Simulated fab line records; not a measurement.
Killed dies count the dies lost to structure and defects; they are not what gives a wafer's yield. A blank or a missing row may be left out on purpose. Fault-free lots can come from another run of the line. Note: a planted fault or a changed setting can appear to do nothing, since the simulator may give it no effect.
What tool caused it? -- flow sky130 -- 11 lots (33 wafers sampled), 1 step of a 708-step route

== WHAT THE GAUGES SHOWED, per wafer ==
SKY_CONTACT_BOW_MEAS_05.
lot,measured,on,CONTACT_BOW (um)
L454,day 30 21:36,filmMetro-03,80 80 94
L455,day 31 05:57,filmMetro-04,98 80 83
L456,day 31 20:49,filmMetro-03,84 79 73
L457,day 31 22:43,filmMetro-03,84 81 85
L459,day 32 16:23,filmMetro-04,90 82 86
L460,day 32 23:43,filmMetro-04,76 79 96
L463,day 33 20:04,filmMetro-04,89 81 87
L464,day 34 08:56,filmMetro-01,99 82 87
L465,day 34 10:16,filmMetro-03,86 84 85
L472,day 36 13:38,filmMetro-03,76 67 85
L475,day 37 14:34,filmMetro-01,69 88 87

== EACH LOT AND THE TOOL THAT RAN IT (in order: tool; ch and the chambers of the sampled wafers; start) ==
There is no process step in the record ahead of these readings.

== THE ANSWER, worked out from the rows above alone ==
Rule: the lots themselves supply what counts as usual. Put in order of their means at a reading, lots are off if they are a third of the lots or fewer, leave a main group of 4 or more, and stand apart from it by a gap of 3 or more times the standard deviation of the main group's means; of several such gaps the widest counts. Not used: any main group whose means are identical at the precision the tables above print for the reading. A lot without any number at a reading at which 4 lots or more have one is off too. Any other lot the step has rows for is counted as sound.
Across all readings shown, no lot is off: no conclusion can be drawn from this.

== WHAT THE SIMULATOR HAD PUT IN ==
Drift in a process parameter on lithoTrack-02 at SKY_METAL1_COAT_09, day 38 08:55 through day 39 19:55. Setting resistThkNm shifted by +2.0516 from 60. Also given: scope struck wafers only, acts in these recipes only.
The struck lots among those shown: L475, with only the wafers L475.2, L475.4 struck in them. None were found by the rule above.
